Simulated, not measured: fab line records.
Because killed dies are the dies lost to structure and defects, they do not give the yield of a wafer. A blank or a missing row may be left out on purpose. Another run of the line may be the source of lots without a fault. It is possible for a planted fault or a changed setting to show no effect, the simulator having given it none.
A struck lot beside a sound one :: flow sky130 :: 17 steps out of a route of 708
Sound: the wafers L953.2, L953.4, L953.5. Wafers L962.2, L962.3, L962.5 were the ones struck. At the end, the cause is stated.
Each step with rows lists, per side, the tool, then ch with its chambers, then its first start. Under that, the readings that differ: sound wafers :: struck wafers :: difference of the means :: sigmas: that difference in standard deviations of wafers without a fault.
alike: a reading whose means differ by less than 2 such deviations, as well as words and numbers matching on both sides. not compared: withheld readings; readings where some wafer has no value; bounds like >300 that might hide an equal value; numbers whose values overlap and for which the record gives no deviation.
A row with sigmas, a row that says differs or no value, or rows on one side alone: a step with any of these is where the two part. Numbers that have no deviation but don't overlap get no sigmas and don't part them. Lack of a reading on every wafer of one side parts them only where that side has two or more wafers.

SKY_LDD_HVP_TW_MEAS_10:
  struck on film metro-02, day 26 05:33; sound on film metro-03, day 22 03:22
  alike: LDD_HVP_TW
then, 7 steps without rows for these wafers: SKY_LDD_LDN_DEHYDRATE_00 (time 60 s); SKY_LDD_LDN_HMDS_01 (prime time 60 s); SKY_LDD_LDN_COAT_02 (resist thk 1140 nm); SKY_LDD_LDN_SOFTBAKE_03 (time 60 s); SKY_LDD_LDN_EXPOSE_04 (exposes mask LDNTM, target cd 700 nm); SKY_LDD_LDN_PEB_05; SKY_LDD_LDN_DEVELOP_06 (develop time 60 s).
SKY_LDD_LDN_OVL_MEAS_07:
  struck on overlay-01, day 27 11:26; sound on overlay-02, day 23 10:18
  alike: LDD_LDN_OVL
then, 3 steps without rows for these wafers: SKY_LDD_LDN_IMPLANT_08; SKY_LDD_LDN_IMPLANT_09; SKY_LDD_LDN_IMPLANT_10.
SKY_LDD_LDN_IMPLANT_11:
  sound on implanter-03 ch 0, day 23 10:49; struck on implanter-03 ch 0, day 27 11:56
reading: dose ions cm2
sound: 1.2508e+13 1.2533e+13 1.2522e+13
struck: 8.105e+12 8.097e+12 8.076e+12
difference: -4.428e+12
sigmas: -99 or more

reading: faraday current uA
sound: 72.6 70.8 68.4
struck: 47.1 47.2 46.9
difference: -23.5
sigmas: -17
SKY_LDD_LDN_STRIP_12: strips in O2/N2.
  sound on plasma asher-02 ch 1, day 23 10:56; struck on plasma asher-04 ch 0,1, day 27 12:04
  alike: drypump motor current A, oes product au, strip time to endpoint s
  not compared: rf hours counter h
SKY_LDD_LDN_TW_MEAS_13:
  struck on film metro-03, day 27 12:10; sound on film metro-03, day 23 11:02
reading: LDD_LDN_TW
sound: 1482 1474 1477
struck: 1450 1439 1443
difference: -34
sigmas: -4
then, 1 step without rows for these wafers: SKY_LDD_LDN_CLEAN_14 (cleans in SC1/SC2, time 150 s).
-- a jump in the record: the struck wafers' starts before and after are 22 days apart (it breaks off in module LDD_LDN and resumes in module PAD_OPEN, where the first step shown is number 708 of the route) --
SKY_PAD_OPEN_PROBE_99:
  struck on prober-01, day 49 04:16; sound on prober-02, day 46 10:52
reading: model.etest.tip sonos.rs ohm sq
sound: 2701 2753 2718
struck: 2770 2757 2800
difference: +52
sigmas: 
  alike: killed_at_M0_to_M3, killed_at_M4_up, killed at contacts, killed at front end, killed at other, killed dies, killed on rim, killed open, killed short

== WHERE THEY PART ==
First at SKY_LDD_LDN_IMPLANT_11; last, within this record, at SKY_LDD_LDN_TW_MEAS_13. Later steps at which nothing parts them and some readings are alike: SKY_PAD_OPEN_PROBE_99.

WHY: what the simulator had put in
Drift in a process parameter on implanter-03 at SKY_LDD_LDN_IMPLANT_11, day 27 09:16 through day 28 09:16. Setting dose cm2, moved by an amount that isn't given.
